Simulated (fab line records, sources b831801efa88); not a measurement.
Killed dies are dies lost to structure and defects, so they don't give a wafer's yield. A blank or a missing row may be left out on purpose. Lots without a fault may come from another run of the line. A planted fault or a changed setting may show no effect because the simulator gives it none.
Which tool did it? | flow sky130 | 12 lots, 35 wafers sampled, at 5 steps of a route of 708

WHAT THE GAUGES READ, wafer by wafer
SKY_LOCAL_INTERCONNECT_RS_MEAS_01: measures by four-point-probe. Usual: LOCAL_INTERCONNECT_TIN_RS 14.16 ohm/sq, standard deviation 0.2.
lot  | measured     | on            | LOCAL_INTERCONNECT_TIN_RS (ohm/sq) | flag
L446 | day 28 22:52 | film_metro-01 | 13.99 14.35 14.43                  |
L447 | day 30 18:50 | film_metro-01 | 14.02 14.21 14.17                  |
L448 | day 30 20:01 | film_metro-02 | 14.02 13.83 14.11                  |
L449 | day 34 04:47 | film_metro-04 | 14.10 14.15 13.95                  |
L451 | day 34 08:12 | film_metro-01 | 14.24 14.32 14.32                  |
L454 | day 34 09:23 | film_metro-01 | 14.14 14.53 14.09                  |
L455 | day 34 11:29 | film_metro-02 | 14.06 13.82 14.18                  |
L457 | day 34 14:17 | film_metro-02 | 14.15 14.11                        |
L461 | day 34 20:26 | film_metro-01 | 14.38 14.37 13.97                  |
L464 | day 35 06:25 | film_metro-01 | 13.94 13.86 14.11                  |
L467 | day 35 20:22 | film_metro-04 | 14.11 14.33 14.24                  |
L468 | day 36 09:55 | film_metro-01 | 13.81 14.10 13.91                  |

SKY_CONTACT_RS_MEAS_25: measures by four-point-probe. Usual: CONTACT_W_RS 0.339 ohm/sq, standard deviation 0.0052.
lot  | measured     | on            | CONTACT_W_RS (ohm/sq) | flag
L446 | day 31 10:40 | film_metro-01 | 0.333 0.334 0.334     |
L447 | day 33 05:01 | film_metro-01 | 0.346 0.337 0.340     |
L448 | day 33 05:10 | film_metro-02 | 0.334 0.330 0.334     |
L449 | day 36 12:12 | film_metro-02 | 0.343 0.348 0.346     |
L451 | day 36 14:14 | film_metro-01 | 0.338 0.346 0.345     |
L454 | day 36 15:10 | film_metro-02 | 0.334 0.329 0.334     |
L455 | day 36 16:47 | film_metro-01 | 0.342 0.341 0.339     |
L457 | day 36 20:52 | film_metro-01 | 0.345 0.329           |
L461 | day 37 01:29 | film_metro-01 | 0.340 0.336 0.338     |
L464 | day 37 12:56 | film_metro-01 | 0.341 0.341 0.336     |
L467 | day 38 01:35 | film_metro-03 | 0.337 0.331 0.346     |
L468 | day 38 21:15 | film_metro-03 | 0.332 0.338 0.331     |

WHICH TOOL RAN EACH LOT (tool, then ch and the chambers of the sampled wafers, then the start)
lot  | SKY_CONTACT_CVD_00              | SKY_CONTACT_COAT_08               | SKY_CONTACT_ETCH_16
L446 | pecvd-02 ch 1,2, day 30 04:31   | litho_track-03 ch 0, day 30 19:14 | rie_diel-02 ch 0,1,3, day 31 09:45
L447 | pecvd-04 ch 0,2, day 32 00:13   | litho_track-03 ch 0, day 32 13:30 | rie_diel-01 ch 0,2,3, day 33 04:07
L448 | pecvd-03 ch 1,2, day 32 00:36   | litho_track-01 ch 0, day 32 13:49 | rie_diel-02 ch 0,2,3, day 33 04:10
L449 | pecvd-04 ch 0,1,2, day 35 08:22 | litho_track-02 ch 0, day 35 21:29 | rie_diel-04 ch 0,1,2, day 36 11:12
L451 | pecvd-03 ch 0,1, day 35 10:32   | litho_track-03 ch 0, day 35 23:35 | rie_diel-04 ch 0,1,3, day 36 13:19
L454 | pecvd-04 ch 0,1,2, day 35 11:32 | litho_track-03 ch 0, day 36 00:39 | rie_diel-02 ch 1,3, day 36 14:16
L455 | pecvd-04 ch 0,1, day 35 13:07   | litho_track-01 ch 0, day 36 02:41 | rie_diel-02 ch 1,2,3, day 36 15:52
L457 | pecvd-04 ch 0,2, day 35 16:58   | litho_track-03 ch 0, day 36 06:24 | rie_diel-04 ch 2,3, day 36 19:58
L461 | pecvd-02 ch 0,2, day 35 21:58   | litho_track-02 ch 0, day 36 11:20 | rie_diel-02 ch 0,2,3, day 37 00:29
L464 | pecvd-03 ch 0,2, day 36 09:18   | litho_track-01 ch 0, day 36 22:14 | rie_diel-02 ch 2,3, day 37 12:01
L467 | pecvd-04 ch 1,2, day 36 22:47   | litho_track-01 ch 0, day 37 12:14 | rie_diel-04 ch 0,2, day 38 00:40
L468 | pecvd-04 ch 1,2, day 37 12:49   | litho_track-02 ch 0, day 38 01:32 | rie_diel-02 ch 2,3, day 38 14:52
- SKY_CONTACT_CVD_00: deposits Si3N4, target thk 75 nm.
- SKY_CONTACT_COAT_08: resist thk 60 nm.
- SKY_CONTACT_ETCH_16: etches BARC in N2/H2, stops on SiO2, time 45.9 s, target depth 60 nm.

WHAT THE TOOLS THEMSELVES READ (means of the sampled wafers that have a number; where no wafer has one, the mark that the record gives instead)
SKY_CONTACT_CVD_00. Usual: heater_power_w 707 W, standard deviation 120.
lot  | tool     | heater_power_w (W) | flag
L446 | pecvd-02 | 747                |
L447 | pecvd-04 | 709                |
L448 | pecvd-03 | 679                |
L449 | pecvd-04 | 794                |
L451 | pecvd-03 | 716                |
L454 | pecvd-04 | 775                |
L455 | pecvd-04 | 776                |
L457 | pecvd-04 | 674                |
L461 | pecvd-02 | 567                |
L464 | pecvd-03 | 699                |
L467 | pecvd-04 | 747                |
L468 | pecvd-04 | 756                |

SKY_CONTACT_COAT_08. Usual: dispense_pressure_kPa 47.6 kPa, standard deviation 2.8.
lot  | tool           | dispense_pressure_kPa (kPa) | flag
L446 | litho_track-03 | 51.5                        |
L447 | litho_track-03 | 51.5                        |
L448 | litho_track-01 | 45.3                        |
L449 | litho_track-02 | 46.0                        |
L451 | litho_track-03 | 51.6                        |
L454 | litho_track-03 | 51.5                        |
L455 | litho_track-01 | 45.2                        |
L457 | litho_track-03 | 51.5                        |
L461 | litho_track-02 | 45.9                        |
L464 | litho_track-01 | 45.3                        |
L467 | litho_track-01 | 45.3                        |
L468 | litho_track-02 | 46.0                        |

SKY_CONTACT_ETCH_16. Usual: drypump_motor_current_A 5.8 A, standard deviation 0.43; oes_product_au 0.853 a.u., standard deviation 0.0044; throttle_valve_pct 13.224 %, standard deviation 0.0094.
lot  | tool        | drypump_motor_current_A (A) | oes_product_au (a.u.) | throttle_valve_pct (%) | flag
L446 | rie_diel-02 | 5.6                         | 0.853                 | 13.222                 |
L447 | rie_diel-01 | 5.7                         | 0.855                 | 13.218                 |
L448 | rie_diel-02 | 5.8                         | 0.848                 | 13.225                 |
L449 | rie_diel-04 | 5.6                         | 0.852                 | 13.231                 |
L451 | rie_diel-04 | 5.5                         | 0.858                 | 13.225                 |
L454 | rie_diel-02 | 5.5                         | 0.848                 | 13.222                 |
L455 | rie_diel-02 | 5.7                         | 0.853                 | 13.218                 |
L457 | rie_diel-04 | 5.9                         | 0.868                 | 13.229                 | OFF
L461 | rie_diel-02 | 5.8                         | 0.851                 | 13.216                 |
L464 | rie_diel-02 | 5.6                         | 0.856                 | 13.221                 |
L467 | rie_diel-04 | 5.8                         | 0.854                 | 13.220                 |
L468 | rie_diel-02 | 5.5                         | 0.853                 | 13.227                 |

THE ANSWER, worked out from the rows above alone
Rule: a lot is off if the mean of its wafers that have a number lies more than 3 standard deviations from the usual mean. A lot without any number at a reading at which 4 lots or more have one is off too. The other lots that the step has rows for count as sound. The gauges are gone through in route order, then the tools' own readings, and for those a lot's mean is taken as printed above. The first step at which some lot is off is used, and at that step the reading that is off furthest; a lot without a number counts as furthest.
Off: L457, at SKY_CONTACT_ETCH_16 (oes_product_au).
A tool fits if, at that step or a process step before it, it ran every lot that is off, and no sound lot after the first of them. One fits: litho_track-03 at SKY_CONTACT_COAT_08. Its last sound lot is L454 (day 36 00:39), its first lot that is off L457 (day 36 06:24): a fault that began between those two fits.

WHAT THE SIMULATOR HAD PUT IN
Process parameter drift: litho_track-03, from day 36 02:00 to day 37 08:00, at SKY_CONTACT_COAT_08. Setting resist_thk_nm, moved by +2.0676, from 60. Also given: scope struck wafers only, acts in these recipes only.
Lots struck among those shown: L457. The rule above found the same.
